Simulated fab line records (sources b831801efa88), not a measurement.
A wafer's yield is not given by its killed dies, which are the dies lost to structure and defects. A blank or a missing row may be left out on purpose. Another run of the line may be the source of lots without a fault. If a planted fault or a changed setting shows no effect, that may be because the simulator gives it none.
Matching of chambers :: flow sky130 :: SKY_VIA4_CMP_21 on cmp-01: 4 sister chambers
The step polishes, stops on SiO2, t overpolish 25 s, target thk 0 nm. 4 wafers are shown with their chamber, then 9 later ones without.

== WAFERS PAIRED WITH THEIR CHAMBERS ==
wafer: L276.3
chamber: 2
motor_current_A (A): 11.4

wafer: L281.3
chamber: 1
motor_current_A (A): 8.4

wafer: L281.4
chamber: 3
motor_current_A (A): 10.1

wafer: L281.5
chamber: 0
motor_current_A (A): 9.5

== WAFERS WHOSE CHAMBER IS MISSING ==
wafer: L283.1
motor_current_A (A): 10.0

wafer: L283.4
motor_current_A (A): 10.2

wafer: L283.6
motor_current_A (A): 9.3

wafer: L284.1
motor_current_A (A): 10.2

wafer: L284.4
motor_current_A (A): 11.9

wafer: L284.5
motor_current_A (A): 10.0

wafer: L289.3
motor_current_A (A): 9.1

wafer: L289.5
motor_current_A (A): 11.6

wafer: L289.6
motor_current_A (A): 10.3

== CHAMBER TAKEN BY EACH ==
wafer: L283.1
from the rows above: can't be placed: 3 or 0
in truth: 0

wafer: L283.4
from the rows above: 3
in truth: 3

wafer: L283.6
from the rows above: 0
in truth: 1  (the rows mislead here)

wafer: L284.1
from the rows above: 3
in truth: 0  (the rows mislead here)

wafer: L284.4
from the rows above: 2
in truth: 2

wafer: L284.5
from the rows above: can't be placed: 3 or 0
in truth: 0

wafer: L289.3
from the rows above: can't be placed: 0 or 1
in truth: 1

wafer: L289.5
from the rows above: 2
in truth: 2

wafer: L289.6
from the rows above: 3
in truth: 3
4 of 9 placed correctly. These rows do not allow placing 3 (true chamber among the candidates in 3). Number placed wrongly: 2.
How it was worked out, from the rows above alone: a wafer's distance from a chamber is the root of the sum, over the readings, of the square of ((its reading less the chamber's mean) divided by the reading's scatter). If the next closest chamber is less than 2 further off than the closest, the wafer can't be placed; otherwise it belongs to the closest. Each chamber's mean is taken over the wafers shown for it. The scatter: with one shown wafer a chamber, the root of the mean of the squares of how far each hidden wafer lies from its nearest shown one.
